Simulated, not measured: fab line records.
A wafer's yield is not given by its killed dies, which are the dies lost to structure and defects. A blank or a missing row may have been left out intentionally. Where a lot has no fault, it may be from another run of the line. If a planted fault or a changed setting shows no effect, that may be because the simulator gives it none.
fab line records | flow sky130
[record] lots = 5 wafers = 15 lastDay = 48
route steps=708 shown CAPM@542 METAL3@555 VIA3@573 PAD_OPEN@708
lots that met no fault: taken from a fault-free run of the same line
startH: the number of hours between the record's first day and the start of the first shown wafer of the lot | waitH: how many hours have passed since the lot's step before this one | " repeats the value in the row above | L1.1+2: a single row standing in for several wafers | - no value, or no start was given | * or withheld: withheld | < > ~ a bound
route shown NAME@n: a module of which the file shows steps, and the number in the route of the first | usual: the fault-free wafers' mean and standard deviation | same: alike in all rows | chamber/n: place in a boat | sites: each site's reading | _std_site: how widely they spread, as a standard deviation | _edge_site: outer sites' mean less inner sites' | radiusMm: for every site, how far away it sits from the centre of the wafer | mask NAME#n: copy n | behind: tool/chamber where the wafer was last shaped | hold: reason for holding the lot/hours on hold/outcome of the hold | device: whichever transistor did not switch (one of n, p or np) | end of line: at the end of the route, the tests of the same wafers | where a step has no rows: the recipe by itself | killed: not the wafer's yield, but the dies lost to structure and defects at the first sort | map: the dies of a wafer, with x for killed, . for not killed, _ for no die there
set.NAME: the setting the step ran with; set.NAME@STEP: the setting that earlier step ran with | model.NAME: the simulator's own value behind a step, which no gauge read
certain route steps with their lots: each step a table, each wafer a row
services: when a tool's chamber went out of use (startH, in hours from the record's first day, below 0 if earlier), for how many hours, and the reason
[[steps]]
[step SKY_CAPM_DEHYDRATE_05]
[recipe] tempC = 200 timeS = 60
[step SKY_CAPM_HMDS_06]
[recipe] primeTimeS = 60 primeTempC = 120
[step SKY_CAPM_COAT_07]
[recipe] resist = NOVOLAK spinRpm = 2945 resistThkNm = 1140
[step SKY_CAPM_SOFTBAKE_08]
[recipe] tempC = 90 timeS = 60 resist = NOVOLAK
[step SKY_CAPM_EXPOSE_09]
[recipe] maskId = CAPM na = 0.6 sourceShape = conventional sigmaOuter = 0.6 polarization = unpolarized targetCdNm = 1000 doseMj = 159
[step SKY_CAPM_PEB_10]
[recipe] tempC = withheld timeS = * resist = NOVOLAK
[step SKY_CAPM_DEVELOP_11]
[recipe] resist = NOVOLAK developer = TMAH developTimeS = 60 devTempC = 23
[step SKY_CAPM_METAL_ETCH_13]
[recipe] targetDepthNm = 220 stopOn = SiO2 chemistry = Cl2/BCl3 target = TiN pressureMtorr = 10 icpW = 900 biasW = 48.5 Cl2_flow_sccm = 60 bcl3FlowSccm = 30 timeS = 62.9
[step SKY_CAPM_STRIP_14]
[recipe] chemistry = O2/N2 powerW = 1400 pressureMtorr = 1500 platenTempC = withheld o2FlowSccm = 3000 n2FlowSccm = 300 overashFraction = 0.5
[step SKY_CAPM_STRIP_15]
[recipe] chemistry = postEtchResidueRemover timeS = 1200 tempC = 72.5
[step SKY_CAPM_CLEAN_16]
[recipe] chemistry = IPA timeS = 180 tempC = 25
// columns lot.wafer tool chamber startH waitH
L594.2+3+5 wetBench-04 0 883.88 0.0
L597.1+4+6 wetBench-02 3 904.43 0.0
L605.2+3+6 wetBench-04 2 962.68 0.0
L606.2+3+6 wetBench-04 0 970.79 0.0
L607.3+4+6 wetBench-04 1 975.50 0.0
[step SKY_CAPM_CLEAN_17]
[recipe] chemistry = O3/DIW dry = n2Spin
[step SKY_METAL3_DEHYDRATE_05]
[recipe] tempC = 200 timeS = 60
[step SKY_METAL3_HMDS_06]
[recipe] primeTimeS = 60 primeTempC = 120
[step SKY_METAL3_COAT_07]
[recipe] resist = BARC tempC = withheld timeS = withheld spinRpm = 3000 resistThkNm = 60
[step SKY_METAL3_COAT_08]
[recipe] resist = KrF-thick spinRpm = 3000 resistThkNm = 1140
[step SKY_METAL3_SOFTBAKE_09]
[recipe] tempC = 100 timeS = 90 resist = KrF-thick
[step SKY_METAL3_EXPOSE_10]
[recipe] maskId = MM3 na = 0.68 sourceShape = annular sigmaInner = 0.4 sigmaOuter = 0.8 targetCdNm = 300 doseMj = 28
[step SKY_METAL3_PEB_11]
[recipe] pebTempC = withheld pebTimeS = withheld resist = KrF-thick
[step SKY_METAL3_DEVELOP_12]
[recipe] developTimeS = 60 resist = KrF-thick devTempC = 21
[step SKY_METAL3_DESCUM_15]
[recipe] chemistry = O2 sourcePowerW = 150 biasPowerW = 0 pressureMtorr = 10 tempC = 40 timeS = 8
[step SKY_METAL3_ETCH_16]
[recipe] chemistry = N2/H2 target = BARC ionEnergyEv = 200 biasW = 100 pressureMtorr = 30 n2FlowSccm = 100 h2FlowSccm = 200 icpW = 500 stopOn = SiO2 timeS = 88.2 targetDepthA = 600
[step SKY_METAL3_ETCH_17]
[recipe] target = SiO2 stopOn = TiN chemistry = C4F8/O2/Ar sourceW = 1500 biasW = 1200 pressureMtorr = 40 c4f8FlowSccm = withheld O2_flow_sccm = 6 Ar_flow_sccm = 300 timeS = 3.9 targetDepthA = 150
[step SKY_METAL3_METAL_ETCH_18]
[recipe] targetDepthA = 8450 stopOn = SiO2 overEtchFrac = 0.3 timeS = 183.1 chemistry = Cl2/BCl3 resistSidewallDeg = 88 pressureMtorr = 10 icpW = 900 biasW = 48.5 Cl2_flow_sccm = 60 bcl3FlowSccm = 30
[step SKY_METAL3_STRIP_19]
[recipe] chemistry = O2/N2 powerW = 1400 pressureMtorr = 1500 platenTempC = withheld o2FlowSccm = 3000 n2FlowSccm = 300 overashFraction = 0.5
[step SKY_METAL3_STRIP_20]
[recipe] chemistry = postEtchResidueRemover timeS = 1200 tempC = 72.5
[step SKY_METAL3_CLEAN_21]
[recipe] chemistry = IPA timeS = 180 tempC = 25
[step SKY_METAL3_CLEAN_22]
[recipe] chemistry = O3/DIW dry = n2Spin
[step SKY_VIA3_HDPCVD_00]
[recipe] material = SiO2 targetThkNm = 1635 sigmaOpenFrac = 0.3 timeS = 272.5 tempC = 400 sih4FlowSccm = 60 pressureMtorr = 6
[step SKY_VIA3_CMP_02]
[recipe] material = SiO2 downForcePsi = 4 platenRpm = 60 padVelocityMS = 0.94248
[step SKY_VIA3_DEHYDRATE_04]
[recipe] tempC = 200 timeS = 60
[step SKY_VIA3_HMDS_05]
[recipe] primeTimeS = 60 primeTempC = 120
[step SKY_VIA3_COAT_06]
[recipe] resist = BARC tempC = withheld timeS = withheld spinRpm = 3000 resistThkNm = 60
[step SKY_VIA3_COAT_07]
[recipe] resist = KrF-thick spinRpm = 3000 resistThkNm = 452.5
[step SKY_VIA3_SOFTBAKE_08]
[recipe] tempC = 100 timeS = 90 resist = KrF-thick
[step SKY_VIA3_EXPOSE_09]
[recipe] maskId = VIM3 na = 0.8 sourceShape = annular sigmaInner = 0.55 sigmaOuter = 0.85 targetCdNm = 200 doseMj = 38
[step SKY_PAD_OPEN_PROBE_99]
[usual] defectLimitedYield = 82.9/1.9 killed_at_M0_to_M3 = 42/6.3 killed_at_M4_up = 2.8/1.9 killedAtContacts = 23/5.3 killedAtFrontEnd = 16/4.3 killedAtOther = 0.2/0.51 killedDies = 84/9.3 killedOpen = 46/7.6 killedShort = 38/6.3 sort_bin_3_pad_short = 0.8/0.41 sort_bin_5_function = 10.0/1.4 sort_bin_6_memory = 6.2/1.1 sortNPass = 408/9.3 sortYieldPct = 82.9/1.9
[same] grossDies = 492 killedAtBackSide = 0 sort_bin_4_leakage[%] = 0 sort_bin_8_speed[%] = 0
// columns lot.wafer tool chamber startH waitH hold defectLimitedYield[%] killed_at_M0_to_M3 killed_at_M4_up killedAtContacts killedAtFrontEnd killedAtOther killedDies killedOpen killedShort sort_bin_3_pad_short[%] sort_bin_5_function[%] sort_bin_6_memory[%] sortNPass sortYieldPct[%] model.etest.tester.sortNPass model.etest.tester.sortYieldPct model.etest.tester.sort_bin_5_pct model.etest.tester.sort_bin_3_pct
L594.2 prober-02 - 1085.05 0.1 - 83.7 38 1 21 18 2 80 47 33 0.6 8.5 7.1 412 83.7 412 83.74 8.537 0.6098
L594.3 prober-02 - 1085.10 0.2 - 81.7 45 3 33 9 0 90 52 38 0.4 11.0 6.9 402 81.7 402 81.71 10.98 0.4065
L594.5 prober-02 - 1085.20 0.2 - 78.9 50 4 24 26 0 104 56 48 1.2 12.8 7.1 388 78.9 388 78.86 12.8 1.22
L597.1 prober-01 - 1099.50 0.1 - 85.2 42 0 19 12 0 73 40 33 0.8 9.3 4.7 419 85.2 419 85.16 9.35 0.813
L597.4 prober-01 - 1099.65 0.2 - 83.1 49 2 20 12 0 83 47 36 1.0 8.3 7.5 409 83.1 409 83.13 8.333 1.016
L597.6 prober-01 - 1099.75 0.2 - 79.9 53 5 23 18 0 99 44 55 0.6 11.8 7.7 393 79.9 393 79.88 11.79 0.6098
L605.2 prober-01 - 1147.62 0.1 awaitDispo/5.4h/release 72.4 35 1 27 15 58 136 43 36 2.4 19.7 5.5 356 72.4 356 72.36 19.72 2.439
L605.3 prober-01 - 1147.67 0.2 awaitDispo/5.4h/release 73.8 31 2 20 19 57 129 46 27 3.3 17.3 5.7 363 73.8 363 73.78 17.28 3.252
L605.6 prober-01 - 1147.82 0.2 awaitDispo/5.4h/release 72.8 38 2 26 10 58 134 41 35 2.6 18.1 6.5 358 72.8 358 72.76 18.09 2.642
L606.2 prober-01 - 1151.89 0.1 awaitDispo/3.3h/release 76.0 33 2 22 10 51 118 47 20 3.3 15.0 5.7 374 76.0 374 76.02 15.04 3.252
L606.3 prober-01 - 1151.94 0.2 awaitDispo/3.3h/release 74.4 30 2 25 10 59 126 36 31 2.8 18.5 4.3 366 74.4 366 74.39 18.5 2.846
L606.6 prober-01 - 1152.09 0.2 awaitDispo/3.3h/release 73.2 39 2 20 12 59 132 40 33 3.3 16.1 7.5 360 73.2 360 73.17 16.06 3.252
L607.3 prober-02 - 1158.88 0.2 awaitDispo/3.1h/release 74.8 30 2 19 16 57 124 31 36 2.8 16.9 5.5 368 74.8 368 74.8 16.87 2.846
L607.4 prober-02 - 1158.93 0.2 awaitDispo/3.1h/release 74.2 36 7 23 9 52 127 37 38 3.0 17.1 5.7 365 74.2 365 74.19 17.07 3.049
L607.6 prober-02 - 1159.03 0.2 awaitDispo/3.1h/release 73.4 31 2 22 17 59 131 34 39 5.1 13.8 7.7 361 73.4 361 73.37 13.82 5.081
// killed by level:class
L594.2 CONTACT:geometricParticle:open=12 FIELD_ISO:geometricParticle:open=6 METAL3:geometricParticle:short=6 VIA1:geometricParticle:open=6 VIA3:geometricParticle:open=6 METAL2:geometricParticle:short=5 LI_CONTACT:geometricParticle:open=4 CONTACT:geometricParticle:short=4
L594.3 CONTACT:geometricParticle:open=15 VIA1:geometricParticle:open=10 VIA1:geometricParticle:short=6 METAL1:geometricParticle:short=6 VIA3:geometricParticle:open=6 LI_CONTACT:geometricParticle:short=5 VIA2:geometricParticle:open=5 LI_CONTACT:geometricParticle:open=4
L594.5 VIA2:geometricParticle:open=10 CONTACT:geometricParticle:open=9 VIA3:geometricParticle:open=9 FIELD_ISO:geometricParticle:short=7 VIA1:geometricParticle:open=6 POLY_GATE:geometricParticle:open=5 CONTACT:geometricParticle:short=5 METAL1:geometricParticle:short=5
L597.1 CONTACT:geometricParticle:open=8 METAL1:geometricParticle:short=8 VIA1:geometricParticle:open=6 VIA2:geometricParticle:open=5 LOCAL_INTERCONNECT:geometricParticle:open=5 METAL2:geometricParticle:short=5 FIELD_ISO:geometricParticle:open=4 VIA1:geometricParticle:short=4
L597.4 VIA1:geometricParticle:open=15 METAL1:geometricParticle:short=8 LI_CONTACT:geometricParticle:open=7 CONTACT:geometricParticle:open=5 POLY_GATE:geometricParticle:open=4 METAL3:geometricParticle:short=4 METAL2:geometricParticle:open=4 VIA2:geometricParticle:open=4
L597.6 CONTACT:geometricParticle:open=10 VIA1:geometricParticle:open=10 METAL1:geometricParticle:short=8 VIA1:geometricParticle:short=8 VIA3:geometricParticle:short=7 METAL2:geometricParticle:short=6 POLY_GATE:geometricParticle:short=5 LOCAL_INTERCONNECT:geometricParticle:short=5
L605.2 CAPM:unspecified=57 CONTACT:geometricParticle:open=11 VIA1:geometricParticle:open=11 VIA1:geometricParticle:short=6 FIELD_ISO:geometricParticle:short=5 VIA3:geometricParticle:open=5 FIELD_ISO:geometricParticle:open=4 POLY_GATE:geometricParticle:short=4
L605.3 CAPM:unspecified=56 VIA3:geometricParticle:open=9 FIELD_ISO:geometricParticle:short=7 VIA2:geometricParticle:open=7 LI_CONTACT:geometricParticle:open=6 CONTACT:geometricParticle:open=6 FIELD_ISO:geometricParticle:open=5 POLY_GATE:geometricParticle:open=4
L605.6 CAPM:unspecified=58 VIA1:geometricParticle:open=9 CONTACT:geometricParticle:open=9 METAL1:geometricParticle:short=7 LI_CONTACT:geometricParticle:open=5 METAL2:geometricParticle:short=5 VIA3:geometricParticle:open=5 LI_CONTACT:geometricParticle:short=4
L606.2 CAPM:unspecified=51 VIA1:geometricParticle:open=14 CONTACT:geometricParticle:open=10 LI_CONTACT:geometricParticle:open=8 VIA2:geometricParticle:open=6 VIA1:geometricParticle:short=4 FIELD_ISO:geometricParticle:short=3 VIA3:geometricParticle:open=3
L606.3 CAPM:unspecified=59 LI_CONTACT:geometricParticle:open=7 CONTACT:geometricParticle:open=7 VIA2:geometricParticle:open=6 CONTACT:geometricParticle:short=5 FIELD_ISO:geometricParticle:open=4 VIA3:geometricParticle:open=4 LOCAL_INTERCONNECT:geometricParticle:short=4
L606.6 CAPM:unspecified=59 LI_CONTACT:geometricParticle:open=11 VIA1:geometricParticle:open=7 VIA1:geometricParticle:short=6 VIA2:geometricParticle:open=6 VIA3:geometricParticle:open=6 CONTACT:geometricParticle:open=5 VIA2:geometricParticle:short=5
L607.3 CAPM:unspecified=57 METAL2:geometricParticle:short=10 FIELD_ISO:geometricParticle:open=6 CONTACT:geometricParticle:open=6 VIA3:geometricParticle:open=5 LI_CONTACT:geometricParticle:short=4 LOCAL_INTERCONNECT:geometricParticle:short=4 FIELD_ISO:geometricParticle:short=3
L607.4 CAPM:unspecified=52 CONTACT:geometricParticle:open=10 VIA2:geometricParticle:open=8 VIA3:geometricParticle:open=6 METAL3:geometricParticle:short=5 METAL4:geometricParticle:short=5 LI_CONTACT:geometricParticle:short=4 METAL1:geometricParticle:short=4
L607.6 CAPM:unspecified=58 CONTACT:geometricParticle:open=7 FIELD_ISO:geometricParticle:short=6 LI_CONTACT:geometricParticle:open=6 VIA1:geometricParticle:open=6 CONTACT:geometricParticle:short=5 VIA3:geometricParticle:open=5 POLY_GATE:geometricParticle:short=4
// map L605.2 (x killed, . not)
__________...x.....x_________
________x.xx.........x_______
______.......xx........._____
_____..........xx.....x..____
____.....x....x..........x___
___x......x.xxx..x.........__
__...............x........x._
_.x....x..x.x...xxxxxxxx..x..
_..x........x.xxxxxxxxx.x..x.
_..x......xx..xxxxxxxxxx.x...
_.............xxxxxxxxxx...x.
_.xx......x..x.xxxxxxxx.x.x..
_...x...x....x.xxxxxxx.xx..x.
_.x.x...........xxxxx.x.x..x.
_..x..........xx..x.x....x...
__.x.......x.x.............x_
___x...xx.xx...x.x.........__
____..............x...x...___
_____............x.......____
______.x........xx...x.._____
________x............._______
__________........x._________
// map L606.6 (x killed, . not)
__________x.xxx....._________
________..x...x..xx..._______
______..xxxx.x.........._____
_____.x..xxxxxx.........x____
____.xx.xxxxxxxxxxx.......___
___.x.xxxxxxxxxx.x.........__
__..x.xxxxxxxxxx...x.x.x...._
_.....x.xxxxxx.xx............
_.....x..xxxxx...x....x..x...
_x..xxx.xxxx.xxxx.x....xx....
_.......x..........x...x..x..
_......x............x......x.
_....x.x.x.............x.....
_...x..x...x......xx.........
_....x.............x...x.....
__.....x.x..x...x.....x....._
___....x..x......x.........__
____..........xx......x...___
_____.......x.......xx.x.____
______....x.x...x......._____
________............x._______
__________.x........_________
[[services]]
// columns tool chamber startH hours kind
wetBench-04 - 869.62 4.4 pm
wetBench-02 - 877.40 1.6 repair
[[key]]
[firstSign] step = SKY_PAD_OPEN_PROBE_99 reading = killedAtOther direction = up sigmas = 56 usual = 0.2 struck = 56.7
[effect] step = SKY_PAD_OPEN_PROBE_99 reading = sort_bin_3_pad_short direction = up sigmas = 5.7 usual = 0.8 struck = 3.2
[modelEffect] step = SKY_PAD_OPEN_PROBE_99 value = etest.tester.sortNPass without = 412 struck = 363.4
metAt SKY_CAPM_CLEAN_16
struckWafers L605.2,L605.3,L605.6,L606.2,L606.3,L606.6,L607.3,L607.4,L607.6
onsetBetween 883.88 962.68
alsoFits time
[fault] kind = chamberParticleSource tool = wetBench-04 chamber = - onsetH = 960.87 steps = SKY_CAPM_CLEAN_16 ratePerVisitCm2 = 1.03 endH = 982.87
